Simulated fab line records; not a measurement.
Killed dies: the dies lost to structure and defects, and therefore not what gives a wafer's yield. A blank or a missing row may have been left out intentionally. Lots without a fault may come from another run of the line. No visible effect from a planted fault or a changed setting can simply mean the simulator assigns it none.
8D (eight disciplines) problem report, filled in by code || flow gf180mcu || the parts of the form that need people (team, actions taken, sign-off) are left out

## 1. THE PROBLEM
V2_W_RS at GF_V2_RS_MEAS_24 reads a mean of 0.360 ohm/sq on 3 wafers of 2 lots; wafers without a fault read 0.329 ohm/sq with a standard deviation of 0.0035. That puts it +8.9 standard deviations away from the usual mean.
The step: measures by four-point-probe.
The first sign was on wafer L575.1 at day 27 00:25, on filmMetro-03. Wafers with a number at this step in the record: 33, from 11 lots. Rule for "out" (also "out of limits"): further than 4 standard deviations from the usual mean. Any other wafer with a number is counted as sound.

## 2. WHAT IT IS, AND WHAT IT ISN'T
{"question": "which readings at this step", "is": "V2_W_RS", "is not": "-"}
{"question": "which lots", "is": "L575, L576", "is not": "L557, L558, L559, L560, L561, L562, L563, L565, L566"}
{"question": "which wafers of those lots", "is": "L575.1, L576.1, L576.5", "is not": "L575.2, L575.4, L576.6"}
{"question": "read on which gauges", "is": "filmMetro-03, filmMetro-04", "is not": "filmMetro-02"}
{"question": "when", "is": "from day 27 00:25", "is not": "up to then (29 sound wafers); but 1 sound wafer of L576 came after"}

## 3. SUSPECTS, AND WHAT RULES EACH OUT
Counting: if a tool at a process step up to the reading ran every lot that is out, it stays a suspect. Sound lots after the first of them don't rule it out here, since some wafers of a struck lot are sound.
- the gauge at GF_V2_RS_MEAS_24: ruled out. The wafers that are out were read on 2 gauges (filmMetro-03, filmMetro-04).
- rieDiel-04 at GF_V2_ETCH_16 (etches BARC in N2/H2): kept. It ran every lot that is out, first L575 (day 26 23:30); its last sound lot up to then is L566 (day 24 04:00).
- rieDiel-04 at GF_V2_ETCH_17 (etches SiO2 in C4F8/O2/Ar, stops on TiN, target depth 630 nm): kept. It ran every lot that is out, first L575 (day 27 00:17); its last sound lot up to then is L566 (day 24 05:07). GF_V2_ETCH_17: start missing for some lots; hours and lot order therefore follow GF_V2_CVD_23.
- cvdW-01 at GF_V2_CVD_23 (deposits W, target thk 350 nm, time 104.94 s): kept. It ran every lot that is out, first L575 (day 27 00:17); its last sound lot up to then is L565 (day 23 11:17).
- Within rieDiel-04 at GF_V2_ETCH_16: the wafers that are out ran in chambers 0, 2; their sound lot-mates ran in chambers 1, 3.
- Within rieDiel-04 at GF_V2_ETCH_17: the wafers that are out ran in chambers 0, 2; their sound lot-mates ran in chambers 1, 3.
- Within cvdW-01 at GF_V2_CVD_23, the wafers that are out were processed in chamber 1 and their sound lot-mates in chamber 0.
Left after counting: rieDiel-04 at GF_V2_ETCH_16, rieDiel-04 at GF_V2_ETCH_17, cvdW-01 at GF_V2_CVD_23.

## 4. THE CAUSE (what the simulator had put in)
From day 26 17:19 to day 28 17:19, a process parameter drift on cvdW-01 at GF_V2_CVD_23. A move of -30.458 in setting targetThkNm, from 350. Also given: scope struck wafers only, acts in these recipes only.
Of the 3 suspects that counting leaves, this tool is one.

## 5. THE CHAIN OF EFFECTS, in route order
Each row: a reading where the mean over the struck wafers with a number is more than 3 standard deviations away from the usual. Only readings whose record carries a usual standard deviation are examined. hours: median over the lots of the time between each lot's start at the first step of this table that gives one and its start at this step. sigmas: the change, counted in usual standard deviations.
{"hours": 0, "step": "GF_V2_RS_MEAS_24", "reading": "V2_W_RS", "usual": "0.329 ohm/sq", "on struck wafers": 0.360, "change": "+0.031", "sigmas": "+8.9"}
{"hours": 0, "step": "GF_V2_THK_MEAS_25", "reading": "V2_W_THK", "usual": "355 nm", "on struck wafers": 323, "change": -32, "sigmas": -5.9}

## 6. WHAT WOULD HAVE CAUGHT IT SOONER
The first out-of-limits reading at a measuring or inspecting step in this record came at day 27 00:25, 7 hours after the fault's start at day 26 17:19.
An alarm limit of 4 standard deviations would not have fired on the tool readings at GF_V2_CVD_23 for which the record gives a usual standard deviation, since none of them was out on any struck wafer.
L576, from the lots that are out (2), started GF_V2_CVD_23 on cvdW-01 later than day 27 00:25. Had the tool been put on hold then, it would have been spared.
